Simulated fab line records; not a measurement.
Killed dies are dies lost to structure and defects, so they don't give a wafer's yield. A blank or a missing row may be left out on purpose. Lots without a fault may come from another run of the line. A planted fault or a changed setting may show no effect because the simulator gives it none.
fab line records	flow sky130
record lots=12	wafers=34	last-day=50
route steps=708 shown LI_CONTACT@385 CONTACT@406 PAD_OPEN@708
lots that met no fault: from a run of the same line without faults
start-h: hours from the record's first day to the start of the lot's first wafer shown	wait-h: hours elapsed since this lot's preceding step	" as in the row above	L1.1+2: a single row standing in for several wafers	- no value present, or no start provided	* or withheld: withheld	< > ~ a bound
route shown NAME@n: names a module that has steps shown in the file, with the first one's number in the route	usual: the fault-free wafers' mean and standard deviation	same: alike in all rows	chamber/n: place in a boat	sites: the reading at each site	_std_site: how widely they spread, as a standard deviation	_edge_site: the outer-site mean with the inner-site mean subtracted	radius-mm: for every site, how far away it sits from the centre of the wafer	mask NAME#n: copy n	behind: tool/chamber where the wafer was last shaped	hold: the reason the lot was held/the length of the hold in hours/how it ended	device: the n, p or np transistor that did not switch	end of line: the same wafers' tests at the end of the route	a step with no rows: only its recipe	killed: dies that structure and defects cost at the first sort, which is not the same as the wafer's yield	map: dies across one wafer; x = killed, . = not, _ = none there
set.NAME: the setting the step ran with; set.NAME@STEP: the setting that earlier step ran with	model.NAME: the simulator's own value behind a step, which no gauge read
steps of the route over a sample of lots; a table a step, a row a wafer
services: the hour from which a tool's chamber was out of use, counted from the record's first day as start-h (under 0 if before that day), plus the number of hours and why
## steps
# step SKY_LI_CONTACT_THK_MEAS_23
# recipe thk-meas-gauge=xrf	reads=W_of_LI_CONTACT_CVD_21
# usual LI_CONTACT_W_THK=398/11
lot.wafer	tool	chamber	start-h	wait-h	LI_CONTACT_W_THK[nm]
L492.4	film-metro-01	-	677.74	0.1	391
L492.5	"	-	"	"	379
L492.6	"	-	"	"	390
L498.1	film-metro-01	-	748.98	0.1	414
L498.6	"	-	"	"	387
L500.2	film-metro-03	-	753.79	0.1	393
L500.6	"	-	"	"	386
L506.1	film-metro-04	-	794.38	0.1	419
L506.3	"	-	"	"	417
L506.5	"	-	"	"	419
L507.3	film-metro-04	-	800.62	0.1	396
L507.4	"	-	"	"	400
L507.6	"	-	"	"	399
L509.1	film-metro-01	-	823.98	0.1	397
L509.2	"	-	"	"	392
L509.3	"	-	"	"	394
L511.1	film-metro-03	-	831.53	0.1	390
L511.4	"	-	"	"	393
L511.6	"	-	"	"	395
L510.3	film-metro-04	-	835.45	0.1	413
L510.4	"	-	"	"	390
L510.5	"	-	"	"	413
L512.2	film-metro-03	-	836.47	0.1	410
L512.3	"	-	"	"	412
L512.4	"	-	"	"	387
L513.4	film-metro-01	-	840.74	0.1	396
L513.5	"	-	"	"	399
L513.6	"	-	"	"	381
L514.1	film-metro-04	-	848.98	0.1	402
L514.4	"	-	"	"	402
L514.6	"	-	"	"	401
L515.1	film-metro-03	-	853.73	0.1	398
L515.2	"	-	"	"	399
L515.4	"	-	"	"	402
# step SKY_LI_CONTACT_CMP_24
# recipe stop-on=PSG	t-overpolish-s=20	down-force-psi=3.5	platen-rpm=60	target-thk-nm=0	pad-velocity-m-s=0.94248
# usual edge-zone-pressure-frac=1.000/0.0047	motor-current-A=11.2/0.76	overpolish-run-s=20.000/0.0096	time-to-endpoint-s=98/4
lot.wafer	tool	chamber	start-h	wait-h	edge-zone-pressure-frac	motor-current-A	overpolish-run-s	time-to-endpoint-s
L492.4	cmp-01	3	677.77	0.0	1.000	10.9	19.978	96
L492.5	"	3	"	"	1.005	10.9	20.010	96
L492.6	"	0	"	"	1.006	10.5	20.006	99
L498.1	cmp-01	1	749.19	0.2	1.001	11.7	19.994	110
L498.6	"	2	"	"	1.001	10.9	19.993	108
L500.2	cmp-02	1	753.97	0.2	0.999	10.0	20.019	94
L500.6	"	0	"	"	1.000	11.8	20.001	98
L506.3	cmp-01	1	794.44	0.0	0.993	11.3	19.999	98
L506.1	"	3	"	"	1.001	11.5	20.007	100
L506.5	"	2	"	"	0.997	10.7	19.984	103
L507.3	cmp-01	1	800.66	0.0	1.002	11.7	20.008	96
L507.4	"	2	"	"	1.000	11.2	20.006	92
L507.6	"	1	"	"	0.999	11.8	19.997	92
L509.3	cmp-02	2	824.04	0.0	0.990	10.9	19.991	98
L509.2	"	0	"	"	1.005	11.7	20.004	101
L509.1	"	1	"	"	1.001	11.1	19.994	95
L511.1	cmp-01	1	831.59	0.1	0.997	11.4	19.998	93
L511.4	"	0	"	"	0.991	10.1	20.000	97
L511.6	"	1	"	"	0.996	11.7	20.007	95
L510.4	cmp-02	0	835.49	0.0	0.999	12.3	20.000	94
L510.3	"	1	"	"	1.001	10.5	19.979	97
L510.5	"	1	"	"	1.005	10.7	19.995	94
L512.3	cmp-02	2	836.66	0.2	0.997	10.8	19.997	103
L512.4	"	3	"	"	1.004	12.5	20.016	95
L512.2	"	0	"	"	1.001	12.5	20.005	101
L513.4	cmp-01	0	840.77	0.0	1.004	9.6	20.007	101
L513.5	"	0	"	"	0.997	9.5	20.002	101
L513.6	"	1	"	"	0.997	12.1	20.008	96
L514.1	cmp-02	2	849.09	0.1	1.003	11.1	20.003	97
L514.4	"	3	"	"	0.997	12.2	20.015	92
L514.6	"	1	"	"	0.995	10.5	19.988	96
L515.2	cmp-01	0	853.79	0.0	0.993	10.2	19.989	98
L515.4	"	1	"	"	1.006	11.3	19.990	99
L515.1	"	3	"	"	0.991	11.5	20.016	100
# step SKY_CONTACT_CVD_00
# recipe material=Si3N4	target-thk-nm=75	temp-c=400	time-s=withheld	rf-w=450
# usual heater-power-outer-w=438/62	heater-power-w=744/83
lot.wafer	tool	chamber	start-h	wait-h	heater-power-outer-w	heater-power-w
L492.4	pecvd-04	2	707.72	0.0	497	771
L492.5	"	1	"	"	526	859
L492.6	"	0	"	"	369	664
L498.1	pecvd-02	0	777.31	0.0	340	608
L498.6	"	2	"	"	565	907
L500.2	pecvd-01	0	782.19	0.0	474	757
L500.6	"	0	"	"	473	745
L506.1	pecvd-01	1	822.42	0.0	413	725
L506.3	"	2	"	"	486	841
L506.5	"	1	"	"	413	742
L507.3	pecvd-01	2	830.09	0.0	465	793
L507.4	"	0	"	"	439	716
L507.6	"	0	"	"	446	714
L509.1	pecvd-04	2	851.62	0.0	451	715
L509.2	"	0	"	"	352	644
L509.3	"	1	"	"	434	734
L511.1	pecvd-02	2	859.00	0.0	429	762
L511.4	"	2	"	"	436	761
L511.6	"	1	"	"	420	689
L510.3	pecvd-01	0	862.20	0.0	424	674
L510.4	"	0	"	"	431	701
L510.5	"	2	"	"	458	789
L512.2	pecvd-04	2	864.18	0.0	465	737
L512.3	"	1	"	"	495	851
L512.4	"	2	"	"	467	738
L513.4	pecvd-01	1	868.14	0.0	393	708
L513.5	"	0	"	"	512	783
L513.6	"	2	"	"	439	773
L514.1	pecvd-01	0	876.55	0.0	471	776
L514.4	"	0	"	"	487	762
L514.6	"	2	"	"	510	865
L515.1	pecvd-02	1	881.35	0.0	429	709
L515.2	"	2	"	"	554	916
L515.4	"	2	"	"	561	905
# step SKY_CONTACT_HDPCVD_02
# recipe material=SiO2	target-thk-nm=565	sigma-open-frac=0.3	time-s=94.2	temp-c=600	sih4-flow-sccm=60	pressure-mtorr=6
lot.wafer	tool	chamber	start-h	wait-h
L492.4+5+6	hdpcvd-02	2,1,0	707.83	0.1
L498.1+6	hdpcvd-02	2,1	777.41	0.1
L500.2+6	hdpcvd-02	0,1	782.28	0.0
L506.1+3+5	hdpcvd-01	2,1,0	822.53	0.1
L507.3+4+6	hdpcvd-01	0,2,1	830.19	0.0
L509.1+2+3	hdpcvd-02	0,2,1	851.71	0.1
L511.1+4+6	hdpcvd-02	1,0,2	859.09	0.1
L510.3+4+5	hdpcvd-01	0,2,0	862.30	0.0
L512.2+3+4	hdpcvd-02	1,0,0	864.27	0.0
L513.4+5+6	hdpcvd-02	2,1,0	868.25	0.1
L514.1+4+6	hdpcvd-02	2,1,2	876.66	0.1
L515.1+2+4	hdpcvd-01	1,2,1	881.45	0.1
# step SKY_CONTACT_THK_MEAS_03
# recipe reads=SiO2_of_CONTACT_HDPCVD_02
# usual CONTACT_HDPCVD_THK=567/5.7
lot.wafer	tool	chamber	start-h	wait-h	hold	CONTACT_HDPCVD_THK[nm]
L492.4	film-metro-01	-	707.90	0.0	-	564
L492.5	"	-	"	"	-	559
L492.6	"	-	"	"	-	563
L498.1	film-metro-02	-	777.48	0.0	await-dispo/0.2h/release	917
L498.6	"	-	"	"	await-dispo/0.2h/release	568
L498.1	film-metro-02	-	777.70	0.2	-	917
L498.6	"	-	"	"	-	567
L500.2	film-metro-01	-	782.36	0.0	await-dispo/0.2h/release	924
L500.6	"	-	"	"	await-dispo/0.2h/release	564
L500.2	film-metro-01	-	782.58	0.2	-	923
L500.6	"	-	"	"	-	563
L506.1	film-metro-01	-	822.60	0.0	-	566
L506.3	"	-	"	"	-	578
L506.5	"	-	"	"	-	573
L507.3	film-metro-03	-	830.28	0.1	-	579
L507.4	"	-	"	"	-	575
L507.6	"	-	"	"	-	579
L509.1	film-metro-02	-	851.78	0.0	-	565
L509.2	"	-	"	"	-	567
L509.3	"	-	"	"	-	560
L511.1	film-metro-03	-	859.16	0.0	-	570
L511.4	"	-	"	"	-	562
L511.6	"	-	"	"	-	566
L510.3	film-metro-01	-	862.38	0.1	-	576
L510.4	"	-	"	"	-	575
L510.5	"	-	"	"	-	576
L512.2	film-metro-03	-	864.35	0.0	-	567
L512.3	"	-	"	"	-	569
L512.4	"	-	"	"	-	565
L513.4	film-metro-02	-	868.31	0.0	-	563
L513.5	"	-	"	"	-	567
L513.6	"	-	"	"	-	567
L514.1	film-metro-03	-	876.72	0.0	-	565
L514.4	"	-	"	"	-	568
L514.6	"	-	"	"	-	563
L515.1	film-metro-02	-	881.51	0.0	-	569
L515.2	"	-	"	"	-	564
L515.4	"	-	"	"	-	569
# step SKY_CONTACT_CMP_04
# recipe material=SiO2	down-force-psi=4	platen-rpm=60	pad-velocity-m-s=0.94248
# usual edge-zone-pressure-frac=1.000/0.0053	motor-current-A=12.2/0.84	time-to-endpoint-s=83/3.5
lot.wafer	tool	chamber	start-h	wait-h	hold	edge-zone-pressure-frac	motor-current-A	time-to-endpoint-s
L492.4	cmp-02	0	708.08	0.2	-	0.995	13.5	89
L492.6	"	1	"	"	-	0.999	11.6	85
L492.5	"	2	"	"	-	0.999	10.9	84
L498.1	cmp-01	2	780.77	3.1	await-dispo/2.9h/release	1.006	11.8	207
L498.6	"	1	"	"	await-dispo/2.9h/release	1.002	12.3	78
L500.2	cmp-01	2	785.77	3.2	await-dispo/3.0h/release	0.997	11.2	212
L500.6	"	1	"	"	await-dispo/3.0h/release	0.999	12.9	77
L506.1	cmp-02	3	822.71	0.1	-	1.001	13.2	83
L506.3	"	1	"	"	-	1.001	11.7	90
L506.5	"	2	"	"	-	0.999	12.3	88
L507.3	cmp-02	0	830.32	0.0	-	1.005	13.0	92
L507.4	"	3	"	"	-	0.994	13.7	89
L507.6	"	1	"	"	-	1.003	11.4	90
L509.2	cmp-01	3	851.84	0.0	-	1.003	12.1	83
L509.3	"	0	"	"	-	1.004	10.7	82
L509.1	"	1	"	"	-	1.005	13.4	83
L511.4	cmp-02	3	859.22	0.0	-	1.008	13.3	84
L511.1	"	1	"	"	-	0.990	11.6	87
L511.6	"	3	"	"	-	1.008	13.2	82
L510.3	cmp-01	1	862.42	0.0	-	0.999	12.2	86
L510.4	"	3	"	"	-	0.994	12.8	86
L510.5	"	2	"	"	-	1.002	11.8	88
L512.3	cmp-02	2	864.40	0.0	-	1.002	11.6	85
L512.4	"	3	"	"	-	1.005	13.1	84
L512.2	"	0	"	"	-	0.983	13.1	86
L513.4	cmp-01	0	868.49	0.2	-	0.990	11.1	83
L513.5	"	1	"	"	-	0.997	12.8	82
L513.6	"	2	"	"	-	1.002	11.6	82
L514.4	cmp-01	2	876.78	0.0	-	0.993	12.1	82
L514.1	"	3	"	"	-	1.002	12.3	81
L514.6	"	2	"	"	-	0.995	11.6	79
L515.1	cmp-01	2	881.57	0.1	-	0.999	11.2	85
L515.4	"	3	"	"	-	0.996	12.1	83
L515.2	"	0	"	"	-	1.002	10.9	84
# step SKY_PAD_OPEN_PROBE_99
# usual killed_at_M0_to_M3=44/7	killed_at_M4_up=3.0/1.7	killed-at-contacts=24/5.2	killed-at-front-end=15/4.8	killed-at-other=0.2/0.56	killed-dies=86/9.7	killed-open=47/7.1	killed-short=39/6.3
# same gross-dies=492	killed-at-back-side=0
lot.wafer	tool	chamber	start-h	wait-h	hold	killed_at_M0_to_M3	killed_at_M4_up	killed-at-contacts	killed-at-front-end	killed-at-other	killed-dies	killed-open	killed-short
L492.4	prober-02	-	1078.09	0.2	-	55	2	22	21	0	100	52	46
L492.5	prober-02	-	1078.14	0.2	-	47	1	16	20	1	85	40	44
L492.6	prober-02	-	1078.19	0.2	-	55	4	16	14	1	90	57	33
L498.1	prober-01	-	1130.08	0.1	await-dispo/1.7h/release	34	1	31	7	1	74	49	25
L498.6	prober-01	-	1130.33	0.2	await-dispo/1.7h/release	37	3	30	9	0	79	48	31
L500.2	prober-02	-	1137.34	0.1	await-dispo/3.6h/release	43	1	24	13	0	81	53	28
L500.6	prober-02	-	1137.54	0.2	await-dispo/3.6h/release	37	5	23	17	0	82	51	31
L506.1	prober-02	-	1163.82	0.1	-	35	2	27	19	1	84	37	47
L506.3	prober-02	-	1163.92	0.2	-	46	6	19	10	1	82	45	37
L506.5	prober-02	-	1164.02	0.2	-	42	3	28	21	0	94	49	45
L507.3	prober-02	-	1168.25	0.2	-	58	7	16	26	3	110	62	47
L507.4	prober-02	-	1168.30	0.2	-	50	4	20	11	1	86	47	39
L507.6	prober-02	-	1168.40	0.2	-	40	2	29	18	1	90	43	46
L509.1	prober-02	-	1182.66	0.1	-	48	2	24	14	1	89	41	48
L509.2	prober-02	-	1182.71	0.1	-	47	3	21	14	0	85	49	36
L509.3	prober-02	-	1182.76	0.2	-	47	5	25	12	0	89	47	42
L511.1	prober-01	-	1187.75	0.1	-	37	3	20	10	0	70	41	29
L511.4	prober-01	-	1187.90	0.2	-	32	1	24	11	0	68	40	28
L511.6	prober-01	-	1188.00	0.2	-	33	0	20	22	0	75	42	32
L510.3	prober-02	-	1189.13	0.2	-	32	1	25	11	1	70	34	36
L510.4	prober-02	-	1189.18	0.2	-	37	3	27	17	2	86	53	33
L510.5	prober-02	-	1189.23	0.2	-	41	4	22	15	0	82	39	43
L512.2	prober-01	-	1192.13	0.1	-	55	2	32	14	0	103	53	50
L512.3	prober-01	-	1192.18	0.2	-	39	4	29	7	0	79	48	31
L512.4	prober-01	-	1192.23	0.2	-	58	1	21	9	0	89	49	40
L513.4	prober-02	-	1194.10	0.2	-	38	3	17	16	0	74	41	33
L513.5	prober-02	-	1194.15	0.2	-	37	3	29	18	0	87	48	39
L513.6	prober-02	-	1194.20	0.2	-	47	3	24	20	0	94	63	31
L514.1	prober-01	-	1198.40	0.1	-	46	1	11	14	0	72	42	29
L514.4	prober-01	-	1198.55	0.2	-	50	5	22	13	0	90	49	40
L514.6	prober-01	-	1198.65	0.2	-	50	2	25	12	0	89	56	32
L515.1	prober-02	-	1200.04	0.1	-	40	3	32	15	0	90	54	36
L515.2	prober-02	-	1200.09	0.1	-	36	5	29	19	0	89	45	42
L515.4	prober-02	-	1200.19	0.2	-	64	3	22	17	0	106	50	55
# killed by level:class
L492.4 VIA1:geometric-particle:open=11 METAL2:geometric-particle:short=10 LI_CONTACT:geometric-particle:open=8 CONTACT:geometric-particle:open=8 VIA2:geometric-particle:open=8 FIELD_ISO:geometric-particle:short=6 VIA1:geometric-particle:short=5 POLY_GATE:geometric-particle:open=4
L492.5 VIA1:geometric-particle:open=9 FIELD_ISO:geometric-particle:short=8 LI_CONTACT:geometric-particle:open=7 VIA2:geometric-particle:open=7 VIA3:geometric-particle:open=6 VIA2:geometric-particle:short=5 METAL3:geometric-particle:short=5 METAL2:geometric-particle:short=4
L492.6 VIA1:geometric-particle:open=26 LI_CONTACT:geometric-particle:open=8 VIA2:geometric-particle:open=7 FIELD_ISO:geometric-particle:open=5 POLY_GATE:geometric-particle:short=4 METAL1:geometric-particle:short=4 VIA1:geometric-particle:short=4 METAL4:geometric-particle:short=4
L498.1 LI_CONTACT:geometric-particle:open=13 VIA1:geometric-particle:open=11 CONTACT:geometric-particle:open=8 VIA2:geometric-particle:open=7 CONTACT:geometric-particle:short=6 VIA3:geometric-particle:open=6 METAL2:geometric-particle:short=4 LOCAL_INTERCONNECT:geometric-particle:short=3
L498.6 CONTACT:geometric-particle:open=11 LI_CONTACT:geometric-particle:open=8 VIA3:geometric-particle:open=8 VIA1:geometric-particle:open=7 LI_CONTACT:geometric-particle:short=5 VIA2:geometric-particle:open=5 VIA1:geometric-particle:short=4 VIA2:geometric-particle:short=4
L500.2 CONTACT:geometric-particle:open=13 VIA1:geometric-particle:open=11 VIA2:geometric-particle:open=9 VIA3:geometric-particle:open=5 FIELD_ISO:geometric-particle:short=4 LI_CONTACT:geometric-particle:open=4 VIA1:geometric-particle:short=4 METAL2:geometric-particle:open=4
L500.6 VIA3:geometric-particle:open=11 CONTACT:geometric-particle:open=9 VIA1:geometric-particle:open=7 LI_CONTACT:geometric-particle:open=6 VIA2:geometric-particle:open=5 FIELD_ISO:geometric-particle:open=4 POLY_GATE:geometric-particle:short=4 LI_CONTACT:geometric-particle:short=4
L506.1 CONTACT:geometric-particle:open=8 VIA1:geometric-particle:open=8 LOCAL_INTERCONNECT:geometric-particle:short=7 METAL1:geometric-particle:short=7 VIA2:geometric-particle:open=6 CONTACT:geometric-particle:short=5 POLY_GATE:geometric-particle:short=5 LI_CONTACT:geometric-particle:open=5
L506.3 VIA1:geometric-particle:open=11 VIA1:geometric-particle:short=7 VIA3:geometric-particle:open=7 LI_CONTACT:geometric-particle:open=6 METAL2:geometric-particle:short=6 VIA2:geometric-particle:open=6 CONTACT:geometric-particle:open=5 METAL1:geometric-particle:short=5
L506.5 LI_CONTACT:geometric-particle:open=10 VIA3:geometric-particle:open=9 VIA1:geometric-particle:open=9 LOCAL_INTERCONNECT:geometric-particle:short=6 METAL1:geometric-particle:short=6 POLY_GATE:geometric-particle:short=5 CONTACT:geometric-particle:open=5 FIELD_ISO:geometric-particle:short=4
L507.3 VIA1:geometric-particle:open=18 VIA2:geometric-particle:open=11 METAL2:geometric-particle:short=10 FIELD_ISO:geometric-particle:open=7 FIELD_ISO:geometric-particle:short=7 LI_CONTACT:geometric-particle:open=6 CONTACT:geometric-particle:open=6 METAL4:geometric-particle:short=5
L507.4 VIA1:geometric-particle:open=11 VIA2:geometric-particle:open=8 CONTACT:geometric-particle:open=7 VIA1:geometric-particle:short=7 VIA3:geometric-particle:open=7 FIELD_ISO:geometric-particle:short=6 CONTACT:geometric-particle:short=5 METAL1:geometric-particle:short=5
L507.6 LI_CONTACT:geometric-particle:open=9 METAL2:geometric-particle:short=8 CONTACT:geometric-particle:open=7 LI_CONTACT:geometric-particle:short=7 VIA1:geometric-particle:open=7 VIA1:geometric-particle:short=6 FIELD_ISO:geometric-particle:short=4 FIELD_ISO:geometric-particle:open=4
L509.1 VIA1:geometric-particle:open=12 VIA2:geometric-particle:short=9 CONTACT:geometric-particle:open=8 VIA1:geometric-particle:short=8 LOCAL_INTERCONNECT:geometric-particle:short=5 FIELD_ISO:geometric-particle:open=4 POLY_GATE:geometric-particle:open=4 LI_CONTACT:geometric-particle:open=4
L509.2 VIA1:geometric-particle:open=14 CONTACT:geometric-particle:open=11 VIA3:geometric-particle:open=10 METAL2:geometric-particle:short=6 FIELD_ISO:geometric-particle:open=5 LOCAL_INTERCONNECT:geometric-particle:short=5 VIA1:geometric-particle:short=5 FIELD_ISO:geometric-particle:short=4
L509.3 VIA1:geometric-particle:open=11 CONTACT:geometric-particle:open=9 LI_CONTACT:geometric-particle:open=6 VIA2:geometric-particle:open=6 VIA1:geometric-particle:short=5 VIA3:geometric-particle:open=5 FIELD_ISO:geometric-particle:open=4 LOCAL_INTERCONNECT:geometric-particle:short=4
L511.1 VIA1:geometric-particle:open=9 CONTACT:geometric-particle:open=8 METAL1:geometric-particle:short=6 VIA2:geometric-particle:open=5 VIA3:geometric-particle:open=5 LI_CONTACT:geometric-particle:open=4 VIA1:geometric-particle:short=4 FIELD_ISO:geometric-particle:open=3
L511.4 CONTACT:geometric-particle:open=11 VIA1:geometric-particle:open=11 FIELD_ISO:geometric-particle:short=8 LI_CONTACT:geometric-particle:open=6 METAL2:geometric-particle:short=6 VIA2:geometric-particle:open=4 LOCAL_INTERCONNECT:geometric-particle:short=3 VIA2:geometric-particle:short=3
L511.6 CONTACT:geometric-particle:open=11 VIA1:geometric-particle:open=8 FIELD_ISO:geometric-particle:open=7 POLY_GATE:geometric-particle:short=5 VIA2:geometric-particle:open=5 FIELD_ISO:geometric-particle:short=4 METAL2:geometric-particle:short=4 LI_CONTACT:geometric-particle:open=3
L510.3 VIA1:geometric-particle:open=8 LI_CONTACT:geometric-particle:open=7 LOCAL_INTERCONNECT:geometric-particle:short=7 METAL1:geometric-particle:short=5 CONTACT:geometric-particle:short=4 POLY_GATE:geometric-particle:open=3 LI_CONTACT:geometric-particle:short=3 CONTACT:geometric-particle:open=3
L510.4 VIA1:geometric-particle:open=13 CONTACT:geometric-particle:open=11 VIA2:geometric-particle:open=9 FIELD_ISO:geometric-particle:short=6 LI_CONTACT:geometric-particle:open=6 POLY_GATE:geometric-particle:short=5 VIA3:geometric-particle:open=5 CONTACT:geometric-particle:short=4
L510.5 CONTACT:geometric-particle:open=10 VIA3:geometric-particle:open=9 FIELD_ISO:geometric-particle:short=6 METAL1:geometric-particle:short=6 VIA1:geometric-particle:open=6 METAL2:geometric-particle:short=6 VIA1:geometric-particle:short=5 VIA2:geometric-particle:open=5
L512.2 CONTACT:geometric-particle:open=13 VIA1:geometric-particle:open=12 METAL2:geometric-particle:short=10 VIA2:geometric-particle:open=9 CONTACT:geometric-particle:short=6 FIELD_ISO:geometric-particle:short=5 METAL1:geometric-particle:short=5 LI_CONTACT:geometric-particle:open=5
L512.3 CONTACT:geometric-particle:open=10 LI_CONTACT:geometric-particle:open=8 VIA3:geometric-particle:open=8 VIA2:geometric-particle:open=8 LOCAL_INTERCONNECT:geometric-particle:short=6 VIA1:geometric-particle:open=6 VIA1:geometric-particle:short=4 METAL2:geometric-particle:short=3
L512.4 VIA1:geometric-particle:open=10 VIA2:geometric-particle:open=10 VIA3:geometric-particle:short=8 LI_CONTACT:geometric-particle:open=7 CONTACT:geometric-particle:open=7 METAL2:geometric-particle:short=6 METAL1:geometric-particle:short=6 VIA3:geometric-particle:open=6
L513.4 VIA1:geometric-particle:open=9 LI_CONTACT:geometric-particle:open=7 VIA2:geometric-particle:open=7 POLY_GATE:geometric-particle:short=5 FIELD_ISO:geometric-particle:open=4 VIA3:geometric-particle:open=4 LOCAL_INTERCONNECT:geometric-particle:short=3 FIELD_ISO:geometric-particle:short=3
L513.5 VIA1:geometric-particle:open=11 CONTACT:geometric-particle:open=10 FIELD_ISO:geometric-particle:open=8 LOCAL_INTERCONNECT:geometric-particle:short=6 VIA2:geometric-particle:open=6 LI_CONTACT:geometric-particle:open=5 POLY_GATE:geometric-particle:short=4 LI_CONTACT:geometric-particle:short=4
L513.6 VIA1:geometric-particle:open=13 VIA2:geometric-particle:open=11 LI_CONTACT:geometric-particle:open=9 CONTACT:geometric-particle:open=9 FIELD_ISO:geometric-particle:open=7 FIELD_ISO:geometric-particle:short=6 VIA2:geometric-particle:short=5 VIA3:geometric-particle:open=5
L514.1 VIA1:geometric-particle:open=14 VIA1:geometric-particle:short=8 METAL1:geometric-particle:short=5 VIA2:geometric-particle:open=5 LI_CONTACT:geometric-particle:open=4 VIA3:geometric-particle:open=4 POLY_GATE:geometric-particle:open=3 POLY_CUT:geometric-particle:open=3
L514.4 VIA3:geometric-particle:open=15 VIA1:geometric-particle:open=7 LI_CONTACT:geometric-particle:open=7 METAL2:geometric-particle:short=7 CONTACT:geometric-particle:open=6 FIELD_ISO:geometric-particle:open=4 METAL3:geometric-particle:short=4 VIA2:geometric-particle:open=4
L514.6 VIA1:geometric-particle:open=16 CONTACT:geometric-particle:open=10 VIA3:geometric-particle:open=9 LI_CONTACT:geometric-particle:open=6 VIA2:geometric-particle:open=5 CONTACT:geometric-particle:short=4 METAL1:geometric-particle:short=4 VIA1:geometric-particle:short=4
L515.1 CONTACT:geometric-particle:open=11 LI_CONTACT:geometric-particle:open=9 VIA2:geometric-particle:open=8 VIA1:geometric-particle:open=7 METAL2:geometric-particle:short=7 POLY_GATE:geometric-particle:open=5 LOCAL_INTERCONNECT:geometric-particle:short=5 CONTACT:geometric-particle:short=5
L515.2 CONTACT:geometric-particle:open=10 VIA2:geometric-particle:open=7 FIELD_ISO:geometric-particle:short=6 VIA3:geometric-particle:open=6 CONTACT:geometric-particle:short=5 VIA1:geometric-particle:open=5 FIELD_ISO:geometric-particle:open=4 LI_CONTACT:geometric-particle:short=4
L515.4 VIA1:geometric-particle:short=11 VIA2:geometric-particle:open=10 VIA1:geometric-particle:open=9 METAL2:geometric-particle:short=9 VIA3:geometric-particle:open=8 LI_CONTACT:geometric-particle:open=7 FIELD_ISO:geometric-particle:short=6 CONTACT:geometric-particle:open=6
## services
tool	chamber	start-h	hours	kind
hdpcvd-01	0	665.75	-	clean
hdpcvd-01	1	665.75	-	clean
hdpcvd-01	2	665.75	-	clean
cmp-02	-	672.12	5.4	pm
cmp-01	-	680.20	9.4	repair
cmp-01	-	694.92	2.7	repair
cmp-02	-	710.08	4.5	pm
hdpcvd-02	0	712.68	14.3	repair
pecvd-01	1	716.45	6.4	repair
hdpcvd-02	2	733.27	14.2	repair
cmp-01	-	744.00	4.0	pm
cmp-01	-	748.00	-	consumable-replace:conditioner
cmp-01	-	748.00	-	consumable-replace:pad
hdpcvd-01	-	756.67	1.5	repair
cmp-01	-	758.75	1.3	repair
hdpcvd-01	2	767.88	36.3	repair
pecvd-04	2	789.70	2.1	scheduled-down
pecvd-04	0	806.46	21.0	repair
pecvd-01	0	811.34	2.1	scheduled-down
pecvd-01	0	819.57	5.5	scheduled-down
pecvd-01	1	825.03	5.5	scheduled-down
hdpcvd-02	-	831.40	6.0	pm
pecvd-01	1	872.14	5.8	repair
pecvd-01	1	880.70	5.0	scheduled-down
## key
first-sign step=SKY_CONTACT_THK_MEAS_03	reading=visit	direction=added
effect step=SKY_CONTACT_THK_MEAS_03	reading=CONTACT_HDPCVD_THK	direction=up	sigmas=62	usual=567	struck=921
effect step=SKY_CONTACT_CMP_04	reading=time-to-endpoint-s	direction=up	sigmas=36	usual=*	struck=*
effect step=SKY_PAD_OPEN_PROBE_99	reading=hold	direction=added
met-at SKY_CONTACT_HDPCVD_02
struck-lots L498,L500
struck-wafers L498.1,L500.2
tester-left-out L498,L500
not-acting-at SKY_LI_CONTACT_THK_MEAS_23,SKY_LI_CONTACT_CMP_24,SKY_CONTACT_CVD_00
onset-between 707.83 777.41
fault kind=process-parameter-drift	tool=hdpcvd-02	chamber=-	onset-h=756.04	steps=SKY_CONTACT_HDPCVD_02	channel=target-thk-nm	offset=359.95	shape=step	end-h=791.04	scope=struck-wafers-only	acts-in=these-recipes-only	stated=565
# tester-left-out: of these lots the tester's yield and bins aren't shown, on N5 and GAA mostly nor the transistor test; their killed dies are dies lost to structure and defects alone, not to doping, threshold or leakage, so they don't give the yield
